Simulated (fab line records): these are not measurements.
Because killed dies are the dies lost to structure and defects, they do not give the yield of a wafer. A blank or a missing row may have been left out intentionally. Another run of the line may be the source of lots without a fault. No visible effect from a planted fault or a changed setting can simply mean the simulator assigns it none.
What tool caused it? -- flow gf180mcu -- 14 lots with 42 wafers sampled at 4 steps, on a route of 602 steps

== WHAT THE GAUGES SHOWED, per wafer ==
GF_PSD_OVL_MEAS_08.
lot,measured,on,PSD_OVL (nm)
L710,day 14 06:44,overlay-01,-0.1 0.1 0.7
L711,day 14 18:37,overlay-01,-1.7 -2.2 -0.6
L714,day 15 17:13,overlay-02,-1.9 -0.6 -2.0
L716,day 16 21:52,overlay-02,0.7 -0.2 0.3
L717,day 17 03:34,overlay-01,-2.1 0.0 1.0
L719,day 17 20:38,overlay-02,0.8 -0.4 -1.1
L720,day 18 06:46,overlay-01,-0.2 -0.5 -0.9
L723,day 19 15:23,overlay-02,-1.0 -1.6 -0.8
L724,day 19 23:44,overlay-01,-0.5 -1.1 -1.7
L725,day 20 08:55,overlay-01,-0.7 0.6 -0.8
L727,day 20 20:40,overlay-02,-0.7 -0.8 -0.7
L728,day 21 04:47,overlay-02,0.7 1.2 -0.1
L732,day 22 02:50,overlay-02,-0.5 0.0 0.1
L731,day 22 06:25,overlay-02,-0.5 0.1 0.8

GF_SAB_OVL_MEAS_10.
lot,measured,on,SAB_OVL (nm)
L710,day 15 04:44,overlay-01,-1.0 -0.9 -1.7
L711,day 15 16:41,overlay-01,-1.9 -0.8 0.8
L714,day 16 16:08,overlay-01,0.2 -1.1 1.0
L716,day 17 22:05,overlay-01,0.2 -0.7 -1.4
L717,day 18 03:19,overlay-02,1.1 2.0 1.1
L719,day 18 20:01,overlay-02,1.7 3.0 2.1
L720,day 19 06:49,overlay-01,0.8 0.9 -0.9
L723,day 20 15:53,overlay-01,1.4 2.8 0.7
L724,day 21 00:01,overlay-02,1.8 2.2 2.4
L725,day 21 09:32,overlay-02,-0.5 -1.0 -1.0
L727,day 21 20:38,overlay-01,-0.4 0.6 1.0
L728,day 22 04:49,overlay-01,-0.6 -2.2 -0.5
L732,day 23 02:26,overlay-01,1.5 0.6 0.3
L731,day 23 06:17,overlay-01,0.2 -0.2 0.1

GF_SALICIDE_THK_MEAS_05: measures by xrf.
lot,measured,on,SALICIDE_TIN_THK (nm)
L710,day 15 05:17,filmMetro-03,20.41 20.24 20.60
L711,day 15 17:16,filmMetro-04,19.68 19.73 19.74
L714,day 16 16:41,filmMetro-03,20.26 20.43 20.46
L716,day 17 22:38,filmMetro-01,20.15 20.35 20.22
L717,day 18 03:52,filmMetro-03,20.09 20.54 20.25
L723,day 20 16:26,filmMetro-03,20.09 20.35 20.32
L724,day 21 00:35,filmMetro-01,20.00 20.21 20.12
L725,day 21 10:04,filmMetro-03,20.05 20.22 19.58
L727,day 21 21:14,filmMetro-01,20.54 20.72 20.47
L728,day 22 05:23,filmMetro-01,20.36 20.53 19.76
L732,day 23 02:59,filmMetro-03,19.96 20.40 20.39
L731,day 23 06:50,filmMetro-01,20.11 20.06 19.65

== WHAT TOOL EACH LOT RAN ON (gives the tool, then ch and the chambers of the sampled wafers, and finally the start) ==
lot,GF_SAB_WET_ETCH_12
L710,"wetBench-03 ch 0, day 15 04:47"
L711,"wetBench-04 ch 1, day 15 16:44"
L714,"wetBench-04 ch 2, day 16 16:11"
L716,"wetBench-01 ch 2, day 17 22:08"
L717,"wetBench-03 ch 1, day 18 03:22"
L719,"wetBench-01 ch 2, day 18 20:04"
L720,"wetBench-04 ch 1, day 19 06:52"
L723,"wetBench-03 ch 3, day 20 15:56"
L724,"wetBench-04 ch 1, day 21 00:04"
L725,"wetBench-04 ch 3, day 21 09:35"
L727,"wetBench-03 ch 0, day 21 20:41"
L728,"wetBench-01 ch 3, day 22 04:52"
L732,"wetBench-03 ch 0, day 23 02:29"
L731,"wetBench-03 ch 3, day 23 06:20"
- GF_SAB_WET_ETCH_12: etches SiO2 in dHF, target depth 22 nm, time 440 s.

== WHAT THE TOOLS THEMSELVES READ (means of the sampled wafers that have a number; where no wafer has one, the mark that the record gives instead) ==
GF_SAB_WET_ETCH_12.
lot,tool,bathHeatDutyPct (%),runLengthS (s)
L710,wetBench-03,6.7,466
L711,wetBench-04,5.4,473
L714,wetBench-04,7.4,465
L716,wetBench-01,6.7,473
L717,wetBench-03,4.9,467
L719,wetBench-01,-,-
L720,wetBench-04,-,-
L723,wetBench-03,6.0,472
L724,wetBench-04,5.2,466
L725,wetBench-04,6.2,466
L727,wetBench-03,6.8,466
L728,wetBench-01,6.6,473
L732,wetBench-03,6.6,465
L731,wetBench-03,5.8,465

== THE ANSWER, worked out from the rows above alone ==
Rule: what is usual is taken from the lots themselves. The widest of any qualifying gaps counts: lots, ordered by their means at a reading, are off when they make up no more than a third of the lots, leave a main group of 4 or more, and stand apart from it by 3 or more times the standard deviation of that group's means. Not used: any main group whose means are identical at the precision the tables above print for the reading. Also off: a lot with no number at a reading for which 4 or more lots have one. All remaining lots with rows at the step are treated as sound. The gauges are gone through in route order, then the tools' own readings, and for those a lot's mean is taken as printed above. The first step at which some lot is off is used, and at that step the reading that is off furthest; a lot without a number counts as furthest.
Off at GF_SAB_WET_ETCH_12 (bathHeatDutyPct): L719, L720. Without a number there: L719, L720. The main group has a mean of 6.2 % with a standard deviation of 0.72.
If a tool, at that step or one of the process steps before it, ran each lot that is off and ran no sound lot following the first of them, it fits. Not one of the candidates tried fits.

== WHAT THE SIMULATOR HAD INSERTED ==
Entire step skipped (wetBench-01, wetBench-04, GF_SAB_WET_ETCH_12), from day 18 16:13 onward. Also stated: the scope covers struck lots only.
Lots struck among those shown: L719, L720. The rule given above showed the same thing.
